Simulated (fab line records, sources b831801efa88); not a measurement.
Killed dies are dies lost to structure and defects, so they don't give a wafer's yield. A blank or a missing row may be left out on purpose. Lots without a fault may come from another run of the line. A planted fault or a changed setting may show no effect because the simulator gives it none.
A struck lot beside a sound one | flow sky130 | 28 steps out of a route of 708
Sound: wafers L212.3, L212.5, L212.6. Struck: wafers L224.1, L224.3, L224.6. The cause comes at the end.
At each step with rows: each side's tool, then ch and its chambers, then its first start. Under that, the readings that differ: sound wafers | struck wafers | difference of the means | sigmas: that difference in standard deviations of wafers without a fault.
alike: readings whose means differ by less than 2 such deviations, and words and numbers that are the same on both sides. not compared: withheld readings, readings that some wafer has no value for, bounds like >300 that may hide the same value, and numbers for which the record gives no deviation and whose values overlap.
The two part at a step that has a row with sigmas, a row that says differs or no value, or rows on one side only. Numbers that don't overlap but have no deviation are shown without sigmas and don't part them. A reading that every wafer of one side lacks parts them only if that side has two wafers or more.

first, 5 steps without rows for these wafers: SKY_SONOS_ONO_COAT_08 (resist thk 1140 nm); SKY_SONOS_ONO_SOFTBAKE_09 (time 60 s); SKY_SONOS_ONO_EXPOSE_10 (exposes mask ONOM, target cd 410 nm); SKY_SONOS_ONO_PEB_11; SKY_SONOS_ONO_DEVELOP_12 (develop time 60 s).
SKY_SONOS_ONO_CD_MEAS_13: target cd 410 nm.
  sound on cd_sem-02, day 13 09:59; struck on cd_sem-02, day 17 17:48
  reading    | sound             | struck            | difference | sigmas
  cd_nm (nm) | 415.0 414.3 413.8 | 411.4 406.6 408.2 | -5.6       | -3
SKY_SONOS_ONO_OVL_MEAS_14:
  sound on overlay-01, day 13 10:05; struck on overlay-02, day 17 17:55
  alike: SONOS_ONO_OVL
SKY_SONOS_ONO_ETCH_15: etches the open film in CHF3/O2, target depth 19.52 nm, time 7.8 s.
  sound on rie_diel-02 ch 0,1,3, day 13 10:07; struck on rie_diel-03 ch 1,3, day 17 17:58
  alike: chf3_flow_sccm, drypump_motor_current_A, oes_product_au, throttle_valve_pct
  not compared: rf_hours_counter_h
then, 1 step without rows for these wafers: SKY_SONOS_ONO_WET_ETCH_16 (etches SiO2 in dHF, target depth 14 nm, time 280 s).
SKY_SONOS_ONO_STRIP_17: strips in O2/N2.
  sound on plasma_asher-03 ch 0,1, day 13 10:15; struck on plasma_asher-01 ch 0,1, day 17 18:04
  alike: drypump_motor_current_A, oes_product_au, strip_time_to_endpoint_s
  not compared: rf_hours_counter_h
then, 2 steps without rows for these wafers: SKY_SONOS_ONO_WET_ETCH_18 (etches Si3N4 in H3PO4, target depth 15 nm, time 172 s); SKY_GATE_OXIDE_CLEAN_00 (cleans in SC1/SC2, time 150 s).
SKY_GATE_OXIDE_OXIDATION_01: stabilise 600 s, purge 300 s, target thk 10.268 nm.
  sound on furnace-02 ch 0, day 13 11:30; struck on furnace-02 ch 0, day 17 18:16
  reading                                           | sound               | struck              | difference | sigmas
  spike_tc_bottom_C (C)                             | 920.3 917.6 919.0   | 904.9 903.2 905.2   | -14.5      | -13
  spike_tc_centre_C (C)                             | 900.7 899.7 902.1   | 885.1 887.1 886.6   | -14.6      | -15
  spike_tc_lower_C (C)                              | 898.9 899.4 899.9   | 887.1 885.0 885.0   | -13.7      | -7
  spike_tc_top_C (C)                                | 910.8 910.4 910.5   | 896.4 898.2 898.5   | -12.9      | -13
  spike_tc_upper_C (C)                              | 900.1 901.0 899.6   | 888.4 888.2 887.0   | -12.4      | -11
  tube_center_temp_C (C)                            | 900.1 900.05 899.93 | 886.32 886.2 886.26 | -13.77     | -99 or more
  tube_center_temp_C_max                            | 902.0 902.3 902.1   | 888.8 888.5 888.5   | -13.5      | -33
  model.SiO2_of_GATE_OXIDE_OXIDATION_01.thk_nm (nm) | 10.3 10 10.29       | 9.093 8.867 9.004   | -1.209     |
  alike: zone_power_centre_pct
SKY_GATE_OXIDE_THK_MEAS_02:
  sound on film_metro-01, day 13 12:56; struck on film_metro-01, day 17 19:55
  reading                          | sound            | struck         | difference | sigmas
  GATE_OXIDE_OXIDATION_00_THK (nm) | 10.28 9.99 10.27 | 9.10 8.85 9.00 | -1.20      | -7
  not compared: hold
then, 6 steps without rows for these wafers: SKY_GATE_OXIDE_HMDS_04 (prime time 60 s); SKY_GATE_OXIDE_COAT_05 (resist thk 1140 nm); SKY_GATE_OXIDE_SOFTBAKE_06 (time 60 s); SKY_GATE_OXIDE_EXPOSE_07 (exposes mask LVOM, target cd 600 nm); SKY_GATE_OXIDE_PEB_08; SKY_GATE_OXIDE_DEVELOP_09 (develop time 60 s).
SKY_GATE_OXIDE_OVL_MEAS_10:
  sound on overlay-02, day 14 12:43; struck on overlay-02, day 19 01:24
  alike: GATE_OXIDE_OVL
then, 2 steps without rows for these wafers: SKY_GATE_OXIDE_IMPLANT_11; SKY_GATE_OXIDE_WET_ETCH_12 (etches SiO2 in dHF, target depth 16.8 nm, time 336 s).
SKY_GATE_OXIDE_STRIP_13: strips in O2/N2.
  sound on plasma_asher-03 ch 0,1, day 14 13:02; struck on plasma_asher-04 ch 0,1, day 19 01:41
  alike: drypump_motor_current_A, oes_product_au, strip_time_to_endpoint_s
  not compared: rf_hours_counter_h
SKY_GATE_OXIDE_TW_MEAS_14:
  sound on film_metro-02, day 14 13:07; struck on film_metro-01, day 19 02:01
  alike: GATE_OXIDE_TW
  not compared: hold
SKY_GATE_OXIDE_OXIDATION_16: stabilise 600 s, purge 300 s, target thk 3.57 nm.
  sound on furnace-01 ch 0, day 14 13:30; struck on furnace-01 ch 0, day 19 03:43
  reading                                           | sound            | struck            | difference | sigmas
  model.SiO2_of_GATE_OXIDE_OXIDATION_01.thk_nm (nm) | 11.63 11.36 11.6 | 10.59 10.35 10.46 | -1.06      |
  alike: spike_tc_bottom_C, spike_tc_centre_C, spike_tc_lower_C, spike_tc_top_C, spike_tc_upper_C, tube_center_temp_C, tube_center_temp_C_max, zone_power_centre_pct
then, 1 step without rows for these wafers: SKY_POLY_GATE_CVD_00 (deposits poly-Si, target thk 180 nm, time 720 s).
-- the record jumps here: 30 days lie between the struck wafers' starts before and after (it left off in module POLY_GATE and takes up again in module PAD_OPEN, whose first step shown is number 708 of the route) --
SKY_PAD_OPEN_PROBE_99:
  sound on prober-01, day 46 02:22; struck on prober-02, day 49 02:28
  reading                                | sound                        | struck                       | difference | sigmas
  model.etest.nfet_16v.r_on_ohm_um       | 1.38e+04 1.372e+04 1.388e+04 | 1.337e+04 1.338e+04 1.34e+04 | -4.167e+02 |
  model.etest.pfet_g5v0d10v5.r_on_ohm_um | 4788 4746 4764               | 4508 4419 4470               | -300       |
  model.etest.tip_sonos.rs_ohm_sq        | 2608 2548 2633               | 2382 2361 2367               | -226       |
  model.etest.nfet_g5v0d10v5.r_on_ohm_um | 1868 1871 1877               | 1806 1774 1796               | -80        |
  model.etest.nfet_g5v0d10v5.drive_ua_um | 609.5 615.5 607.4            | 660 674.5 671.8              | +58        |
  model.etest.nfet_05v0_nvt.drive_ua_um  | 580 584 577.8                | 626.4 633.6 633.2            | +50.5      |
  model.etest.pfet_g5v0d10v5.drive_ua_um | 339.8 344 341.1              | 371.7 378.7 373.1            | +32.9      |
  model.etest.nfet_16v.drive_ua_um       | 223.3 227.9 223.7            | 243.2 246.6 246              | +20.3      |
  alike: killed_at_M0_to_M3, killed_at_M4_up, killed_at_contacts, killed_at_front_end, killed_at_other, killed_dies, killed_open, killed_short

WHERE THEY PART
First at SKY_SONOS_ONO_CD_MEAS_13; last, within this record, at SKY_GATE_OXIDE_THK_MEAS_02. Later steps at which nothing parts them and some readings are alike: SKY_GATE_OXIDE_OVL_MEAS_10, SKY_GATE_OXIDE_STRIP_13, SKY_GATE_OXIDE_TW_MEAS_14, SKY_GATE_OXIDE_OXIDATION_16, SKY_PAD_OPEN_PROBE_99.

WHY: what the simulator had put in
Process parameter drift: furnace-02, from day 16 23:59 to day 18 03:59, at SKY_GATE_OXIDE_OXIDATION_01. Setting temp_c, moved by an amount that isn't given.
